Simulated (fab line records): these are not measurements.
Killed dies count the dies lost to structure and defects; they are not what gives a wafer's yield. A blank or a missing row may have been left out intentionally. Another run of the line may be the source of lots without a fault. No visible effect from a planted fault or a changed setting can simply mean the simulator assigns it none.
fab line records ; flow gf180mcu ; part 2 of 2: steps 27 to 36 of 36
record lots=5; wafers=15; last-day=33
route steps=602 shown V4@479 MIM@503
lots untouched by any fault: they come from a run of this same line in which no faults occurred
start-h: start of the lot's first displayed wafer, in hours after the record's first day ; wait-h: hours since the lot's step before ; " identical to the entry in the row above ; L1.1+2: several wafers, shown together as one row ; - no value, or no start given ; * or withheld: withheld ; < > ~ a bound
route shown NAME@n: a module of which the file shows steps, and the number in the route of the first ; usual: the fault-free wafers' mean and standard deviation ; same: alike in all rows ; chamber/n: place in a boat ; sites: the reading at each site ; _std_site: standard deviation of those values ; _edge_site: inner sites' mean taken away from outer sites' mean ; radius-mm: for every site, how far away it sits from the centre of the wafer ; mask NAME#n: copy n ; behind: the last tool/chamber to shape the wafer ; hold: cause of the lot's hold/its duration in hours/its outcome ; device: the n, p or np transistor that did not switch ; end of line: tests of these same wafers at the route's end ; where a step has no rows: the recipe by itself ; killed: count of dies lost to structure and defects at first sort (not the wafer's yield) ; map: per-die view of a wafer (x killed, . not killed, _ where there is no die)
set.NAME: the setting as run; set.NAME@STEP: as run at that earlier step ; model.NAME: the simulator's own value behind a step, which no gauge read
lots at selected steps of the route; one table per step, one row per wafer
services: from which hour (start-h, from the record's first day; less than 0 if before it) a tool's chamber was out of use, for how many hours, and why
## steps
# step GF_MIM_SPUTTER_02
# recipe material=AlCu; target-thk-nm=450; power-w=10600; time-s=23.9; chamber-pressure-pa=0.4
# usual throttle-valve-pct=29.9/0.99
lot.wafer;tool;chamber;start-h;wait-h;throttle-valve-pct
L076.2;pvd-sputter-01;-;583.46;0.0;29.1
L076.3;pvd-sputter-01;-;583.46;0.0;28.7
L076.4;pvd-sputter-01;-;583.46;0.0;29.7
L078.3;pvd-sputter-03;-;598.85;0.0;31.2
L078.4;pvd-sputter-03;-;598.85;0.0;29.9
L078.6;pvd-sputter-03;-;598.85;0.0;31.5
L082.3;pvd-sputter-04;-;635.39;0.0;30.0
L082.5;pvd-sputter-04;-;635.39;0.0;28.4
L082.6;pvd-sputter-04;-;635.39;0.0;31.2
L084.1;pvd-sputter-04;-;645.59;0.0;30.2
L084.3;pvd-sputter-04;-;645.59;0.0;28.5
L084.6;pvd-sputter-04;-;645.59;0.0;28.4
L093.1;pvd-sputter-03;-;711.29;0.0;31.3
L093.4;pvd-sputter-03;-;711.29;0.0;29.9
L093.5;pvd-sputter-03;-;711.29;0.0;31.3
# step GF_MIM_SPUTTER_03
# recipe material=Ti; target-thk-nm=10; substrate-temp-c=300; chamber-pressure-pa=0.3; power-w=3000; time-s=6.7
# usual throttle-valve-pct=29.9/1
lot.wafer;tool;chamber;start-h;wait-h;throttle-valve-pct
L076.2;pvd-sputter-01;-;583.49;0.0;29.0
L076.3;pvd-sputter-01;-;583.49;0.0;28.6
L076.4;pvd-sputter-01;-;583.49;0.0;29.9
L078.3;pvd-sputter-03;-;598.88;0.0;31.4
L078.4;pvd-sputter-03;-;598.88;0.0;29.8
L078.6;pvd-sputter-03;-;598.88;0.0;31.2
L082.3;pvd-sputter-04;-;635.42;0.0;29.5
L082.5;pvd-sputter-04;-;635.42;0.0;28.6
L082.6;pvd-sputter-04;-;635.42;0.0;30.9
L084.1;pvd-sputter-04;-;645.62;0.0;30.3
L084.3;pvd-sputter-04;-;645.62;0.0;28.7
L084.6;pvd-sputter-04;-;645.62;0.0;28.2
L093.1;pvd-sputter-03;-;711.32;0.0;31.3
L093.4;pvd-sputter-03;-;711.32;0.0;30.0
L093.5;pvd-sputter-03;-;711.32;0.0;31.1
# step GF_MIM_SPUTTER_04
# recipe material=TiN; target-thk-nm=50; power-w=6500; time-s=41.7; chamber-pressure-pa=0.4
# usual throttle-valve-pct=29.9/1
lot.wafer;tool;chamber;start-h;wait-h;throttle-valve-pct
L076.2;pvd-sputter-01;-;583.51;0.0;28.9
L076.3;pvd-sputter-01;-;583.51;0.0;28.6
L076.4;pvd-sputter-01;-;583.51;0.0;29.4
L078.3;pvd-sputter-03;-;598.90;0.0;31.4
L078.4;pvd-sputter-03;-;598.90;0.0;30.1
L078.6;pvd-sputter-03;-;598.90;0.0;31.4
L082.3;pvd-sputter-04;-;635.44;0.0;29.9
L082.5;pvd-sputter-04;-;635.44;0.0;28.8
L082.6;pvd-sputter-04;-;635.44;0.0;31.2
L084.1;pvd-sputter-04;-;645.64;0.0;30.5
L084.3;pvd-sputter-04;-;645.64;0.0;28.8
L084.6;pvd-sputter-04;-;645.64;0.0;28.5
L093.1;pvd-sputter-03;-;711.34;0.0;31.3
L093.4;pvd-sputter-03;-;711.34;0.0;30.1
L093.5;pvd-sputter-03;-;711.34;0.0;31.1
# step GF_MIM_CVD_05
# recipe material=Si3N4; target-thk-nm=42; temp-max-c=400; temp-c=385; time-s=29.086; rf-w=450
# usual heater-power-w=665/88
lot.wafer;tool;chamber;start-h;wait-h;heater-power-w
L076.2;pecvd-03;2;583.55;0.0;621
L076.3;pecvd-03;0;583.55;0.0;687
L076.4;pecvd-03;2;583.55;0.0;638
L078.3;pecvd-04;2;598.94;0.0;612
L078.4;pecvd-04;0;598.94;0.0;607
L078.6;pecvd-04;1;598.94;0.0;758
L082.3;pecvd-04;1;635.48;0.0;764
L082.5;pecvd-04;1;635.48;0.0;783
L082.6;pecvd-04;0;635.48;0.0;550
L084.1;pecvd-03;0;645.68;0.0;692
L084.3;pecvd-03;2;645.68;0.0;590
L084.6;pecvd-03;1;645.68;0.0;724
L093.1;pecvd-01;2;711.38;0.0;801
L093.4;pecvd-01;1;711.38;0.0;708
L093.5;pecvd-01;2;711.38;0.0;790
# step GF_MIM_THK_MEAS_06
# recipe reads=Si3N4_of_MIM_CVD_05
# usual MIM_CVD_05_THK=42.0/0.56
lot.wafer;tool;chamber;start-h;wait-h;MIM_CVD_05_THK[nm]
L076.2;film-metro-03;-;583.59;0.0;41.7
L076.3;film-metro-03;-;583.59;0.0;41.7
L076.4;film-metro-03;-;583.59;0.0;42.4
L078.3;film-metro-03;-;598.99;0.0;42.2
L078.4;film-metro-03;-;598.99;0.0;42.3
L078.6;film-metro-03;-;598.99;0.0;42.6
L082.3;film-metro-03;-;635.54;0.0;41.6
L082.5;film-metro-03;-;635.54;0.0;42.6
L082.6;film-metro-03;-;635.54;0.0;42.3
L084.1;film-metro-03;-;645.71;0.0;40.8
L084.3;film-metro-03;-;645.71;0.0;41.4
L084.6;film-metro-03;-;645.71;0.0;41.8
L093.1;film-metro-01;-;711.41;0.0;41.4
L093.4;film-metro-01;-;711.41;0.0;42.4
L093.5;film-metro-01;-;711.41;0.0;41.8
# step GF_MIM_SPUTTER_07
# recipe material=TiN; target-thk-nm=60; power-w=6500; time-s=50; chamber-pressure-pa=0.4
# usual throttle-valve-pct=30.0/1
lot.wafer;tool;chamber;start-h;wait-h;throttle-valve-pct
L076.2;pvd-sputter-04;-;583.64;0.0;30.4
L076.3;pvd-sputter-04;-;583.64;0.0;29.5
L076.4;pvd-sputter-04;-;583.64;0.0;31.0
L078.3;pvd-sputter-04;-;599.03;0.0;31.1
L078.4;pvd-sputter-04;-;599.03;0.0;30.6
L078.6;pvd-sputter-04;-;599.03;0.0;31.2
L082.3;pvd-sputter-03;-;635.58;0.0;30.0
L082.5;pvd-sputter-03;-;635.58;0.0;30.1
L082.6;pvd-sputter-03;-;635.58;0.0;31.1
L084.1;pvd-sputter-03;-;645.77;0.1;28.8
L084.3;pvd-sputter-03;-;645.77;0.1;31.1
L084.6;pvd-sputter-03;-;645.77;0.1;31.5
L093.1;pvd-sputter-01;-;711.47;0.1;30.0
L093.4;pvd-sputter-01;-;711.47;0.1;30.9
L093.5;pvd-sputter-01;-;711.47;0.1;29.8
# step GF_MIM_SPUTTER_08
# recipe material=AlCu; target-thk-nm=200; power-w=10600; time-s=10.6; chamber-pressure-pa=0.4
# usual throttle-valve-pct=30.0/0.96
lot.wafer;tool;chamber;start-h;wait-h;throttle-valve-pct
L076.2;pvd-sputter-04;-;583.68;0.0;30.7
L076.3;pvd-sputter-04;-;583.68;0.0;29.8
L076.4;pvd-sputter-04;-;583.68;0.0;30.8
L078.3;pvd-sputter-04;-;599.08;0.0;30.8
L078.4;pvd-sputter-04;-;599.08;0.0;30.6
L078.6;pvd-sputter-04;-;599.08;0.0;31.1
L082.3;pvd-sputter-03;-;635.62;0.0;30.2
L082.5;pvd-sputter-03;-;635.62;0.0;30.1
L082.6;pvd-sputter-03;-;635.62;0.0;31.1
L084.1;pvd-sputter-03;-;645.82;0.0;29.0
L084.3;pvd-sputter-03;-;645.82;0.0;31.1
L084.6;pvd-sputter-03;-;645.82;0.0;31.4
L093.1;pvd-sputter-01;-;711.51;0.0;29.7
L093.4;pvd-sputter-01;-;711.51;0.0;31.0
L093.5;pvd-sputter-01;-;711.51;0.0;29.8
# step GF_MIM_SPUTTER_09
# recipe material=TiN; target-thk-nm=35; power-w=6500; time-s=29.2; chamber-pressure-pa=0.4
# usual throttle-valve-pct=30.0/0.99
lot.wafer;tool;chamber;start-h;wait-h;throttle-valve-pct
L076.2;pvd-sputter-04;-;583.71;0.0;30.6
L076.3;pvd-sputter-04;-;583.71;0.0;29.6
L076.4;pvd-sputter-04;-;583.71;0.0;31.1
L078.3;pvd-sputter-04;-;599.10;0.0;30.9
L078.4;pvd-sputter-04;-;599.10;0.0;30.8
L078.6;pvd-sputter-04;-;599.10;0.0;31.1
L082.3;pvd-sputter-03;-;635.64;0.0;29.8
L082.5;pvd-sputter-03;-;635.64;0.0;29.9
L082.6;pvd-sputter-03;-;635.64;0.0;31.2
L084.1;pvd-sputter-03;-;645.84;0.0;28.8
L084.3;pvd-sputter-03;-;645.84;0.0;31.2
L084.6;pvd-sputter-03;-;645.84;0.0;31.4
L093.1;pvd-sputter-01;-;711.54;0.0;29.9
L093.4;pvd-sputter-01;-;711.54;0.0;31.2
L093.5;pvd-sputter-01;-;711.54;0.0;29.6
# step GF_MIM_RS_MEAS_10
# recipe thk-meas-gauge=four-point-probe; reads=TiN_of_MIM_SPUTTER_09+AlCu_of_MIM_SPUTTER_08+TiN_of_MIM_SPUTTER_07
# usual MIM_ALCU_RS=0.1600/0.0019
lot.wafer;tool;chamber;start-h;wait-h;MIM_ALCU_RS[ohm/sq]
L076.2;film-metro-02;-;583.76;0.0;0.1628
L076.3;film-metro-02;-;583.76;0.0;0.1597
L076.4;film-metro-02;-;583.76;0.0;0.1622
L078.3;film-metro-02;-;599.17;0.1;0.1632
L078.4;film-metro-02;-;599.17;0.1;0.1639
L078.6;film-metro-02;-;599.17;0.1;0.1640
L082.3;film-metro-03;-;635.72;0.1;0.1600
L082.5;film-metro-03;-;635.72;0.1;0.1579
L082.6;film-metro-03;-;635.72;0.1;0.1584
L084.1;film-metro-03;-;645.87;0.0;0.1594
L084.3;film-metro-03;-;645.87;0.0;0.1600
L084.6;film-metro-03;-;645.87;0.0;0.1588
L093.1;film-metro-01;-;711.57;0.0;0.1598
L093.4;film-metro-01;-;711.57;0.0;0.1564
L093.5;film-metro-01;-;711.57;0.0;0.1591
# step GF_MIM_THK_MEAS_11
# recipe thk-meas-gauge=xrf; reads=AlCu_of_MIM_SPUTTER_08
# usual MIM_ALCU_THK=199.2/2.7
lot.wafer;tool;chamber;start-h;wait-h;MIM_ALCU_THK[nm]
L076.2;film-metro-02;-;583.87;0.1;193.1
L076.3;film-metro-02;-;583.87;0.1;198.2
L076.4;film-metro-02;-;583.87;0.1;195.4
L078.3;film-metro-02;-;599.27;0.1;193.6
L078.4;film-metro-02;-;599.27;0.1;193.3
L078.6;film-metro-02;-;599.27;0.1;192.6
L082.3;film-metro-03;-;635.82;0.1;200.2
L082.5;film-metro-03;-;635.82;0.1;202.0
L082.6;film-metro-03;-;635.82;0.1;201.8
L084.1;film-metro-03;-;645.99;0.1;200.7
L084.3;film-metro-03;-;645.99;0.1;200.7
L084.6;film-metro-03;-;645.99;0.1;202.0
L093.1;film-metro-01;-;711.69;0.1;200.5
L093.4;film-metro-01;-;711.69;0.1;205.6
L093.5;film-metro-01;-;711.69;0.1;200.0
## services
tool;chamber;start-h;hours;kind
cmp-01;-;552.53;15.7;pm
krf-scanner-02;-;558.85;1.0;pm
cmp-02;-;568.49;6.4;pm
wet-bench-02;-;569.99;3.5;repair
cmp-01;-;572.26;4.0;pm
pvd-sputter-04;-;573.51;2.1;repair
cmp-02;-;576.43;7.8;pm
rie-diel-04;-;578.94;14.6;pm
cmp-02;-;589.71;3.4;repair
krf-scanner-02;-;594.71;0.8;pm
rie-diel-03;3;597.70;22.7;repair
rie-diel-04;0;598.15;14.9;repair
pvd-sputter-04;-;604.51;3.5;repair
cvd-w-01;1;606.41;5.2;repair
pvd-sputter-01;-;615.46;2.5;repair
pvd-sputter-02;-;617.70;6.2;repair
rie-diel-03;-;626.53;10.0;pm
cmp-02;-;665.50;3.0;repair
rie-diel-03;2;669.52;7.5;repair
pvd-sputter-03;-;677.38;1.3;repair
cmp-02;-;678.75;0.5;repair
rie-diel-03;3;683.68;5.6;repair
rie-diel-03;-;688.75;0.7;repair
rie-diel-04;1;695.06;9.2;repair
